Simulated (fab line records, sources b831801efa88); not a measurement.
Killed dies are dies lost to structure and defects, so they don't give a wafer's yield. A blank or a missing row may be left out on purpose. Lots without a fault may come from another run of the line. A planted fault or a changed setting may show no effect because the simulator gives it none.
Tool commonality check | flow sky130 | 12 lots, 36 wafers sampled

WHY IT WAS OPENED
At SKY_VIA2_THK_MEAS_01 the reading VIA2_HDPCVD_THK is flagged on 3 of 12 lots. Wafers without a fault read 1185 nm, standard deviation 12.
Rule: a lot is flagged when every wafer of it that has a number lies more than 4 standard deviations from that mean, or none has a number. The other lots count as sound.

lot  | measured     | on            | VIA2_HDPCVD_THK (nm), wafer by wafer | flag
L728 | day 35 06:46 | film_metro-03 | 1184 1182 1201                       |
L729 | day 35 12:11 | film_metro-02 | 1190 1188 1193                       |
L730 | day 35 18:46 | film_metro-04 | 1203 1191 1202                       |
L734 | day 38 01:41 | film_metro-03 | 1208 1197 1195                       |
L735 | day 38 04:53 | film_metro-04 | 1174 1187 1175                       |
L736 | day 38 10:08 | film_metro-03 | 1191 1183 1196                       |
L740 | day 39 09:28 | film_metro-02 | 1196 1177 1174                       |
L742 | day 39 20:53 | film_metro-04 | 1188 1193 1205                       |
L743 | day 39 21:55 | film_metro-04 | 1156 1183 1172                       |
L747 | day 41 03:10 | film_metro-04 | 1779 1785 1777                       | FLAGGED
L750 | day 41 20:47 | film_metro-03 | 1784 1783 1796                       | FLAGGED
L751 | day 42 05:17 | film_metro-04 | 1766 1752 1759                       | FLAGGED
The numbers of the flagged lots are 1776 nm on average: +591 nm against the usual, or +49 standard deviations.

WHICH TOOL RAN EACH LOT
The record holds 2 process steps before the reading, out of a route of 708 steps. In each cell: the tool, then ch and the chambers that the sampled wafers went through, then the start.
lot  | flag    | SKY_FIELD_ISO_ETCH_14             | SKY_VIA2_HDPCVD_00
L728 |         | rie_diel-01 ch 2,3, day 2 05:30   | hdpcvd-01 ch 0,1,2, day 35 06:37
L729 |         | rie_diel-02 ch 0,1,2, day 2 10:59 | hdpcvd-01 ch 0,1,2, day 35 12:03
L730 |         | rie_diel-01 ch 1,3, day 2 16:05   | hdpcvd-01 ch 0,1, day 35 18:37
L734 |         | rie_diel-01 ch 0,1,2, day 3 13:44 | hdpcvd-01 ch 0,1,2, day 38 01:33
L735 |         | rie_diel-01 ch 0,1, day 3 17:08   | hdpcvd-01 ch 1,2, day 38 04:44
L736 |         | rie_diel-01 ch 0,1,2, day 3 23:53 | hdpcvd-01 ch 0,1, day 38 10:00
L740 |         | rie_diel-02 ch 1,2,3, day 4 21:08 | hdpcvd-02 ch 0,1,2, day 39 09:20
L742 |         | rie_diel-04 ch 2,3, day 5 08:47   | hdpcvd-01 ch 0,2, day 39 20:46
L743 |         | rie_diel-04 ch 2,3, day 5 11:35   | hdpcvd-02 ch 0,2, day 39 21:46
L747 | FLAGGED | rie_diel-02 ch 0,2,3, day 6 13:44 | hdpcvd-01 ch 1,2, day 41 03:02
L750 | FLAGGED | rie_diel-01 ch 0,1,2, day 7 00:26 | hdpcvd-01 ch 0,1,2, day 41 20:38
L751 | FLAGGED | rie_diel-04 ch 0,1,3, day 7 05:26 | hdpcvd-01 ch 1,2, day 42 05:10
What these steps do:
- SKY_FIELD_ISO_ETCH_14: etches BARC in N2/H2, stops on SiO2, time 45.9 s, target depth 60 nm.
- SKY_VIA2_HDPCVD_00: deposits SiO2, target thk 1180 nm, time 196.7 s.
- SKY_VIA2_THK_MEAS_01

FLAGGED OVER TOTAL, TOOL BY TOOL (the gauges that took the reading come last)
step                  | tool          | lots run | flagged | share of the flagged lots | sound lots run after its first flagged lot
SKY_FIELD_ISO_ETCH_14 | rie_diel-01   | 6        | 1       | some                      | 0
SKY_FIELD_ISO_ETCH_14 | rie_diel-02   | 3        | 1       | some                      | 0
SKY_FIELD_ISO_ETCH_14 | rie_diel-04   | 3        | 1       | some                      | 0
SKY_VIA2_HDPCVD_00    | hdpcvd-01     | 10       | 3       | all                       | 0
SKY_VIA2_HDPCVD_00    | hdpcvd-02     | 2        | 0       | none                      | -
SKY_VIA2_THK_MEAS_01  | film_metro-02 | 2        | 0       | none                      | -
SKY_VIA2_THK_MEAS_01  | film_metro-03 | 4        | 1       | some                      | 0
SKY_VIA2_THK_MEAS_01  | film_metro-04 | 6        | 2       | some                      | 0

WHAT THE TABLE ALLOWS
1 row of the table ran every flagged lot: hdpcvd-01 at SKY_VIA2_HDPCVD_00.
- hdpcvd-01 at SKY_VIA2_HDPCVD_00: 3 of its 10 lots flagged. Its last sound lot is L742 (day 39 20:46), its first flagged lot L747 (day 41 03:02): a fault that began between those two fits. Its own readings lie more than 4 standard deviations out on every wafer of the flagged lots: sih4_flow_sccm.
One tool is left: hdpcvd-01 at SKY_VIA2_HDPCVD_00.

WHAT THE SIMULATOR HAD PUT IN
Process parameter drift: hdpcvd-01, from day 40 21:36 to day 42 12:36, at SKY_VIA2_HDPCVD_00. Setting sih4_flow_sccm, moved by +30, from 60. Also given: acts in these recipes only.
Lots struck among those shown: L747, L750, L751. The rule above found the same.
